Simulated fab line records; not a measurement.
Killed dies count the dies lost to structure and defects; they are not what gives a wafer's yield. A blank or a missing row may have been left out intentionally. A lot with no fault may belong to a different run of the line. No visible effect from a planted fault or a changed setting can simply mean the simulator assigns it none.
Matching of chambers	flow gf180mcu	4 sister chambers for GF_STI_CMP_25 on cmp-01
The step polishes, stops on Si3N4, t overpolish 33 s, target thk 524.6 nm. 4 wafers are shown with their chamber, then 7 later ones without.

## WAFERS PAIRED WITH THEIR CHAMBERS
wafer	chamber	motorCurrentA (A)
L515.3	3	11.0
L515.4	2	12.6
L516.3	0	11.1
L516.4	1	12.3

## WAFERS WHOSE CHAMBER IS MISSING
wafer	motorCurrentA (A)
L516.6	11.8
L517.1	10.6
L517.5	12.3
L517.6	12.1
L522.1	12.2
L522.3	10.4
L522.4	12.3

## CHAMBER TAKEN BY EACH
wafer	from the rows above	in truth
L516.6	can't be placed: 1 or 0 or 2 or 3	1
L517.1	can't be placed: 3 or 0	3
L517.5	can't be placed: 1 or 2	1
L517.6	can't be placed: 1 or 2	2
L522.1	can't be placed: 1 or 2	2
L522.3	can't be placed: 3 or 0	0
L522.4	can't be placed: 1 or 2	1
Correctly placed: 0 of 7. Cannot be placed on the basis of these rows: 7; the candidates contain the true chamber in 7. 0 placed wrongly.
How it was worked out, from the rows above alone: a wafer's distance from a chamber is the root of the sum, over the readings, of the square of ((its reading less the chamber's mean) divided by the reading's scatter). If the next closest chamber is less than 2 further off than the closest, the wafer can't be placed; otherwise it belongs to the closest. A chamber's mean is the mean of its shown wafers. The scatter: root of mean squared gap, hidden wafer to nearest shown wafer, with one shown wafer a chamber.
